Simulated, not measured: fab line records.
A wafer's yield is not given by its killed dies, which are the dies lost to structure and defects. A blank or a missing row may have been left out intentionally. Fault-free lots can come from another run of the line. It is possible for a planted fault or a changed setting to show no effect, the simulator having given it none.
Chamber matching ; flow sky130 ; SKY_CONTACT_CMP_27 on cmp-01 has 4 sister chambers
The step polishes, stops on SiO2, t overpolish 15 s, target thk 0 nm. 8 wafers are shown with their chamber, then 7 later ones without.

## WAFERS WITH THEIR CHAMBER
wafer;chamber;motor current A (A);time to endpoint s (s)
L305.3;3;9.8;80
L309.4;3;9.8;82
L308.6;0;12.0;82
L310.2;2;9.8;83
L310.3;0;11.5;82
L310.4;1;10.5;82
L311.1;1;10.6;77
L311.3;2;10.1;78

## WAFERS WITH NO CHAMBER GIVEN
wafer;motor current A (A);time to endpoint s (s)
L311.4;9.4;80
L313.1;10.2;79
L313.2;9.7;81
L313.4;12.0;79
L323.2;10.4;79
L323.3;9.7;81
L323.4;9.8;80

## WHICH CHAMBER EACH ONE RAN IN
wafer;from the rows above;in truth
L311.4;can't be placed: 3 or 2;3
L313.1;can't be placed: 2 or 1 or 3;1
L313.2;can't be placed: 3 or 2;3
L313.4;0;0
L323.2;can't be placed: 1 or 2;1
L323.3;can't be placed: 3 or 2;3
L323.4;can't be placed: 3 or 2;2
Correct placement for 1 of the 7. Unplaceable from these rows: 6, with the true chamber sitting among the candidates in 6. Placed wrongly: 0.
How it was worked out, from the rows above alone: a wafer's distance from a chamber is the root of the sum, over the readings, of the square of ((its reading less the chamber's mean) divided by the reading's scatter). If the next closest chamber is less than 2 further off than the closest, the wafer can't be placed; otherwise it belongs to the closest. Each chamber's mean is taken over the wafers shown for it. The scatter: take each reading less its chamber's mean, square it, sum over the shown wafers, divide by the number of wafers less the number of chambers, and take the root.
